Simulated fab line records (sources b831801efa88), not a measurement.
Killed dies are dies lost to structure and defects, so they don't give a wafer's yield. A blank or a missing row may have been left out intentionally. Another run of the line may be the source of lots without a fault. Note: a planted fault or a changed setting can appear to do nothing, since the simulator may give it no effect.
Chamber matching    flow gf180mcu    GF_V1_CMP_26 on cmp-02: 4 sister chambers
The step polishes, stops on SiO2, t overpolish 15 s, target thk 0 nm. 4 wafers are shown with their chamber, then 9 later ones without.

## EACH WAFER AND ITS CHAMBER
wafer   chamber  motor_current_A (A)
L398.5  0        11.5
L406.1  2        12.0
L406.3  3        9.7
L406.5  1        14.6

## WAFERS MISSING THEIR CHAMBER
wafer   motor_current_A (A)
L408.2  11.9
L408.4  14.9
L408.6  11.6
L413.1  14.7
L413.3  9.8
L413.6  14.7
L414.1  10.8
L414.2  14.2
L414.4  11.9

## CHAMBER TAKEN BY EACH
wafer   from the rows above           in truth
L408.2  can't be placed: 2 or 0       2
L408.4  1                             1
L408.6  can't be placed: 0 or 2       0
L413.1  1                             1
L413.3  3                             3
L413.6  1                             1
L414.1  can't be placed: 0 or 3 or 2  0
L414.2  1                             1
L414.4  can't be placed: 2 or 0       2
Correctly placed: 5 of 9. Can't be placed from these rows: 4 (the true chamber is among the candidates in 4). Placed wrongly: 0.
How it was worked out, from the rows above alone: a wafer's distance from a chamber is the root of the sum, over the readings, of the square of ((its reading less the chamber's mean) divided by the reading's scatter). If the next closest chamber is less than 2 further off than the closest, the wafer can't be placed; otherwise it belongs to the closest. The mean given for a chamber averages the wafers shown for that chamber. The scatter (one wafer shown for each chamber): square how far every hidden wafer sits from the nearest shown wafer, average those squares and take the square root.
